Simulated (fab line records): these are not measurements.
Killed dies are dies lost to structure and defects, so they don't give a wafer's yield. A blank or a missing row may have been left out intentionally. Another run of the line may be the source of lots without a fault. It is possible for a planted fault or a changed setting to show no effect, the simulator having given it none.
The tool behind it: which one? || flow sfq_line || 14 lots, 42 wafers sampled, at 1 step of a route of 325

== WHAT THE GAUGES SHOWED, per wafer ==
The record lacks any reading of a measuring or inspecting step that a usual standard deviation could be used to judge.

== TOOL THAT RAN EACH LOT (tool first, then ch and the chambers of the sampled wafers, then the start) ==
{"lot": "L746", "SFQ_TRILAYER_M1_ETCH_METAL_ETCH_042": "rie_metal-02 ch 0,1, day 24 03:34"}
{"lot": "L748", "SFQ_TRILAYER_M1_ETCH_METAL_ETCH_042": "rie_metal-04 ch 0,1, day 25 09:34"}
{"lot": "L751", "SFQ_TRILAYER_M1_ETCH_METAL_ETCH_042": "rie_metal-04 ch 0, day 26 23:42"}
{"lot": "L753", "SFQ_TRILAYER_M1_ETCH_METAL_ETCH_042": "rie_metal-04 ch 0,1, day 27 23:42"}
{"lot": "L759", "SFQ_TRILAYER_M1_ETCH_METAL_ETCH_042": "rie_metal-01 ch 0,1, day 30 04:18"}
{"lot": "L760", "SFQ_TRILAYER_M1_ETCH_METAL_ETCH_042": "rie_metal-04 ch 0,1, day 30 06:45"}
{"lot": "L761", "SFQ_TRILAYER_M1_ETCH_METAL_ETCH_042": "rie_metal-01 ch 0,1, day 30 07:54"}
{"lot": "L762", "SFQ_TRILAYER_M1_ETCH_METAL_ETCH_042": "rie_metal-01 ch 0,1, day 31 09:14"}
{"lot": "L763", "SFQ_TRILAYER_M1_ETCH_METAL_ETCH_042": "rie_metal-01 ch 0,1, day 31 17:38"}
{"lot": "L764", "SFQ_TRILAYER_M1_ETCH_METAL_ETCH_042": "rie_metal-02 ch 0,1, day 32 08:38"}
{"lot": "L765", "SFQ_TRILAYER_M1_ETCH_METAL_ETCH_042": "rie_metal-04 ch 1, day 32 23:05"}
{"lot": "L766", "SFQ_TRILAYER_M1_ETCH_METAL_ETCH_042": "rie_metal-04 ch 0,1, day 33 10:56"}
{"lot": "L767", "SFQ_TRILAYER_M1_ETCH_METAL_ETCH_042": "rie_metal-02 ch 0,1, day 33 22:53"}
{"lot": "L769", "SFQ_TRILAYER_M1_ETCH_METAL_ETCH_042": "rie_metal-01 ch 0,1, day 34 12:16"}
- SFQ_TRILAYER_M1_ETCH_METAL_ETCH_042: etches Nb in Cl2/Ar, stops on SiO2, target depth 240 nm, time 120 s.

== AS READ BY THE TOOLS THEMSELVES (means over the sampled wafers that have a number; for cases with no such wafer, the mark the record gives instead) ==
SFQ_TRILAYER_M1_ETCH_METAL_ETCH_042. Usual: bias_w 80.06 W, standard deviation 0.24; drypump_motor_current_A 5.9 A, standard deviation 0.33; oes_product_au 0.893 a.u., standard deviation 0.0065.
{"lot": "L746", "tool": "rie_metal-02", "bias_w (W)": 80.14, "drypump_motor_current_A (A)": 5.7, "oes_product_au (a.u.)": 0.898, "flag": ""}
{"lot": "L748", "tool": "rie_metal-04", "bias_w (W)": 80.13, "drypump_motor_current_A (A)": 6.2, "oes_product_au (a.u.)": 0.888, "flag": ""}
{"lot": "L751", "tool": "rie_metal-04", "bias_w (W)": 85.97, "drypump_motor_current_A (A)": 5.7, "oes_product_au (a.u.)": 0.890, "flag": "OFF"}
{"lot": "L753", "tool": "rie_metal-04", "bias_w (W)": 86.11, "drypump_motor_current_A (A)": 5.9, "oes_product_au (a.u.)": 0.895, "flag": "OFF"}
{"lot": "L759", "tool": "rie_metal-01", "bias_w (W)": 80.01, "drypump_motor_current_A (A)": 5.8, "oes_product_au (a.u.)": 0.893, "flag": ""}
{"lot": "L760", "tool": "rie_metal-04", "bias_w (W)": 80.03, "drypump_motor_current_A (A)": 6.1, "oes_product_au (a.u.)": 0.890, "flag": ""}
{"lot": "L761", "tool": "rie_metal-01", "bias_w (W)": 79.88, "drypump_motor_current_A (A)": 5.7, "oes_product_au (a.u.)": 0.897, "flag": ""}
{"lot": "L762", "tool": "rie_metal-01", "bias_w (W)": 80.23, "drypump_motor_current_A (A)": 5.8, "oes_product_au (a.u.)": 0.896, "flag": ""}
{"lot": "L763", "tool": "rie_metal-01", "bias_w (W)": 79.80, "drypump_motor_current_A (A)": 5.7, "oes_product_au (a.u.)": 0.893, "flag": ""}
{"lot": "L764", "tool": "rie_metal-02", "bias_w (W)": 79.87, "drypump_motor_current_A (A)": 5.7, "oes_product_au (a.u.)": 0.890, "flag": ""}
{"lot": "L765", "tool": "rie_metal-04", "bias_w (W)": 80.03, "drypump_motor_current_A (A)": 6.4, "oes_product_au (a.u.)": 0.892, "flag": ""}
{"lot": "L766", "tool": "rie_metal-04", "bias_w (W)": 80.27, "drypump_motor_current_A (A)": 6.1, "oes_product_au (a.u.)": 0.893, "flag": ""}
{"lot": "L767", "tool": "rie_metal-02", "bias_w (W)": 80.04, "drypump_motor_current_A (A)": 5.7, "oes_product_au (a.u.)": 0.885, "flag": ""}
{"lot": "L769", "tool": "rie_metal-01", "bias_w (W)": 79.95, "drypump_motor_current_A (A)": 5.7, "oes_product_au (a.u.)": 0.893, "flag": ""}

== THE ANSWER, worked out from the rows above alone ==
Rule: a lot counts as off when the mean over its wafers that have a number is more than 3 standard deviations away from the usual mean. A lot without any number at a reading at which 4 lots or more have one is off too. All remaining lots with rows at the step are treated as sound. First the gauges in route order, then the tools' own readings, where a lot's mean is used as printed above. The first step at which some lot is off is used, and at that step the reading that is off furthest; a lot without a number counts as furthest.
Off, at SFQ_TRILAYER_M1_ETCH_METAL_ETCH_042 on bias_w: L751, L753.
If a tool, at that step or one of the process steps before it, ran each lot that is off and ran no sound lot following the first of them, it fits. None of those tried fits.

== WHAT WAS PUT IN BY THE SIMULATOR ==
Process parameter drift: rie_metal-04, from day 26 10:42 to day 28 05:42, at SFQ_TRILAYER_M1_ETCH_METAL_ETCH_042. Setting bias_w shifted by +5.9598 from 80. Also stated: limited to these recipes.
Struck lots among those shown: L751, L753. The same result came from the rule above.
